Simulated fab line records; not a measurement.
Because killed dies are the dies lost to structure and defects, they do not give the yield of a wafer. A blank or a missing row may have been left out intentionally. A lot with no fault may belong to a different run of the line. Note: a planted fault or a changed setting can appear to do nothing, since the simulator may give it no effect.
What tool caused it? :: flow sfq_line :: Sampling: 15 lots, 45 wafers, 2 of 325 route steps

WHAT THE GAUGES READ, wafer by wafer
SFQ_M2_RS_MEAS_914: measures by four-point-probe.
lot: L451
measured: day 23 07:31
on: film_metro-04
M2_NB_RS (ohm/sq): 0.911 0.919 0.909

lot: L453
measured: day 23 13:31
on: film_metro-03
M2_NB_RS (ohm/sq): 0.867 0.893 0.887

lot: L454
measured: day 24 01:29
on: film_metro-02
M2_NB_RS (ohm/sq): 0.911 0.914 0.906

lot: L457
measured: day 25 00:38
on: film_metro-02
M2_NB_RS (ohm/sq): 0.436 0.443 0.436

lot: L458
measured: day 25 06:20
on: film_metro-02
M2_NB_RS (ohm/sq): 0.892 0.899 0.897

lot: L459
measured: day 25 09:13
on: film_metro-03
M2_NB_RS (ohm/sq): 0.883 0.890 0.897

lot: L460
measured: day 25 13:04
on: film_metro-02
M2_NB_RS (ohm/sq): 0.444 0.446 0.446

lot: L461
measured: day 25 14:01
on: film_metro-03
M2_NB_RS (ohm/sq): 0.908 0.907 0.895

lot: L462
measured: day 25 17:36
on: film_metro-02
M2_NB_RS (ohm/sq): 0.902 0.910 0.899

lot: L463
measured: day 25 22:26
on: film_metro-03
M2_NB_RS (ohm/sq): 0.900 0.905 0.909

lot: L464
measured: day 26 01:04
on: film_metro-02
M2_NB_RS (ohm/sq): 0.452 0.453 0.445

lot: L467
measured: day 26 05:37
on: film_metro-04
M2_NB_RS (ohm/sq): 0.900 0.896 0.902

lot: L469
measured: day 26 08:01
on: film_metro-02
M2_NB_RS (ohm/sq): 0.902 0.894 0.911

lot: L472
measured: day 26 11:36
on: film_metro-03
M2_NB_RS (ohm/sq): 0.902 0.904 0.900

lot: L473
measured: day 26 12:49
on: film_metro-02
M2_NB_RS (ohm/sq): 0.904 0.907 0.888

WHAT TOOL EACH LOT RAN ON (gives the tool, then ch and the chambers of the sampled wafers, and finally the start)
lot: L451
SFQ_TRILAYER_M2_DEP_SPUTTER_055: pvd_sputter-03, day 23 07:24

lot: L453
SFQ_TRILAYER_M2_DEP_SPUTTER_055: pvd_sputter-04, day 23 13:23

lot: L454
SFQ_TRILAYER_M2_DEP_SPUTTER_055: pvd_sputter-03, day 24 01:24

lot: L457
SFQ_TRILAYER_M2_DEP_SPUTTER_055: pvd_sputter-04, day 25 00:14

lot: L458
SFQ_TRILAYER_M2_DEP_SPUTTER_055: pvd_sputter-05, day 25 06:14

lot: L459
SFQ_TRILAYER_M2_DEP_SPUTTER_055: pvd_sputter-04, day 25 09:08

lot: L460
SFQ_TRILAYER_M2_DEP_SPUTTER_055: pvd_sputter-05, day 25 12:43

lot: L461
SFQ_TRILAYER_M2_DEP_SPUTTER_055: pvd_sputter-04, day 25 13:56

lot: L462
SFQ_TRILAYER_M2_DEP_SPUTTER_055: pvd_sputter-03, day 25 17:31

lot: L463
SFQ_TRILAYER_M2_DEP_SPUTTER_055: pvd_sputter-05, day 25 22:20

lot: L464
SFQ_TRILAYER_M2_DEP_SPUTTER_055: pvd_sputter-04, day 26 00:44

lot: L467
SFQ_TRILAYER_M2_DEP_SPUTTER_055: pvd_sputter-04, day 26 05:31

lot: L469
SFQ_TRILAYER_M2_DEP_SPUTTER_055: pvd_sputter-05, day 26 07:56

lot: L472
SFQ_TRILAYER_M2_DEP_SPUTTER_055: pvd_sputter-05, day 26 11:31

lot: L473
SFQ_TRILAYER_M2_DEP_SPUTTER_055: pvd_sputter-04, day 26 12:44
- SFQ_TRILAYER_M2_DEP_SPUTTER_055: material Nb, target thk 200 nm, time 133.3 s.

WHAT THE TOOLS THEMSELVES READ (means of the sampled wafers that have a number; where no wafer has one, the mark that the record gives instead)
SFQ_TRILAYER_M2_DEP_SPUTTER_055.
lot: L451
tool: pvd_sputter-03
throttle_valve_pct (%): 28.8

lot: L453
tool: pvd_sputter-04
throttle_valve_pct (%): 31.2

lot: L454
tool: pvd_sputter-03
throttle_valve_pct (%): 31.1

lot: L457
tool: pvd_sputter-04
throttle_valve_pct (%): 30.6

lot: L458
tool: pvd_sputter-05
throttle_valve_pct (%): 29.5

lot: L459
tool: pvd_sputter-04
throttle_valve_pct (%): 31.2

lot: L460
tool: pvd_sputter-05
throttle_valve_pct (%): 29.7

lot: L461
tool: pvd_sputter-04
throttle_valve_pct (%): 31.1

lot: L462
tool: pvd_sputter-03
throttle_valve_pct (%): 30.4

lot: L463
tool: pvd_sputter-05
throttle_valve_pct (%): 29.6

lot: L464
tool: pvd_sputter-04
throttle_valve_pct (%): 30.9

lot: L467
tool: pvd_sputter-04
throttle_valve_pct (%): 31.3

lot: L469
tool: pvd_sputter-05
throttle_valve_pct (%): 29.7

lot: L472
tool: pvd_sputter-05
throttle_valve_pct (%): 30.8

lot: L473
tool: pvd_sputter-04
throttle_valve_pct (%): 31.0

THE ANSWER, worked out from the rows above alone
Rule: usual is defined by the lots themselves. The widest of any qualifying gaps counts: lots, ordered by their means at a reading, are off when they make up no more than a third of the lots, leave a main group of 4 or more, and stand apart from it by 3 or more times the standard deviation of that group's means. A main group whose means are all the same, to the digits that the tables above print for the reading, isn't used. A lot without any number at a reading at which 4 lots or more have one is off too. All remaining lots with rows at the step are treated as sound. First the gauges in route order, then the tools' own readings, where a lot's mean is used as printed above. At the first step where some lot is off, the reading lying furthest off is the one used; lots without a number count as furthest.
Off: at SFQ_M2_RS_MEAS_914 (M2_NB_RS), L457, L460, L464. The main group has a mean of 0.901 ohm/sq with a standard deviation of 0.0079.
If a tool, at a process step before that reading, ran all the lots that are off and no sound lot after the first of them, it fits. The gauges at SFQ_M2_RS_MEAS_914 are tried like those tools. No candidate that was tried fits.

WHAT WAS PUT IN BY THE SIMULATOR
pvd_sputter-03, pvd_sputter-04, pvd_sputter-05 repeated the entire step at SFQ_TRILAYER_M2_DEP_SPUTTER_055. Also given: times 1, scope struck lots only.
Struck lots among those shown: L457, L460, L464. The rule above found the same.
